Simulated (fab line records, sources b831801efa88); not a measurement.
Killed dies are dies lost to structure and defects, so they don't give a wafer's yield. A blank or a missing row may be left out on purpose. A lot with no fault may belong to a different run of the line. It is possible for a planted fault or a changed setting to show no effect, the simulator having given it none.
Which tool is to blame? | flow sky130 | 12 lots, 36 wafers sampled, at 2 steps of a route of 708

## WHAT THE GAUGES READ, wafer by wafer
SKY_VIA2_BOW_MEAS_03.
lot  | measured     | on            | VIA2_BOW (um)
L075 | day 35 07:37 | film_metro-01 | 72 92 83
L077 | day 35 20:34 | film_metro-04 | 88 82 88
L079 | day 37 21:49 | film_metro-01 | 74 92 93
L081 | day 37 23:26 | film_metro-01 | 81 89 94
L084 | day 38 03:53 | film_metro-03 | 81 93 90
L086 | day 38 21:40 | film_metro-03 | 88 98 93
L087 | day 39 05:17 | film_metro-04 | 83 82 87
L089 | day 40 18:23 | film_metro-04 | 84 81 88
L091 | day 41 07:01 | film_metro-04 | 78 90 79
L093 | day 41 17:24 | film_metro-01 | 87 82 85
L095 | day 42 08:50 | film_metro-03 | 87 87 86
L097 | day 43 01:03 | film_metro-03 | 91 79 84

## WHAT TOOL EACH LOT RAN ON (gives the tool, then ch and the chambers of the sampled wafers, and finally the start)
lot  | SKY_METAL1_SPUTTER_01
L075 | pvd_sputter-01, day 31 19:47
L077 | pvd_sputter-01, day 32 07:12
L079 | pvd_sputter-01, day 34 10:16
L081 | pvd_sputter-04, day 34 13:04
L084 | pvd_sputter-03, day 34 19:04
L086 | pvd_sputter-01, day 35 11:07
L087 | pvd_sputter-04, day 35 20:16
L089 | pvd_sputter-03, day 37 11:28
L091 | pvd_sputter-04, day 38 00:28
L093 | pvd_sputter-03, day 38 11:37
L095 | pvd_sputter-01, day 39 00:46
L097 | pvd_sputter-04, day 39 20:56
- SKY_METAL1_SPUTTER_01: material TiN, target thk 20 nm, time 16.7 s.

## THE ANSWER, worked out from the rows above alone
Rule: the lots themselves supply what counts as usual. The widest of any qualifying gaps counts: lots, ordered by their means at a reading, are off when they make up no more than a third of the lots, leave a main group of 4 or more, and stand apart from it by 3 or more times the standard deviation of that group's means. A main group whose means are all the same, to the digits that the tables above print for the reading, isn't used. A lot without any number at a reading at which 4 lots or more have one is off too. All remaining lots with rows at the step are treated as sound.
No lot is off on any of the readings shown, so nothing can be concluded from this.

## WHAT THE SIMULATOR HAD INSERTED
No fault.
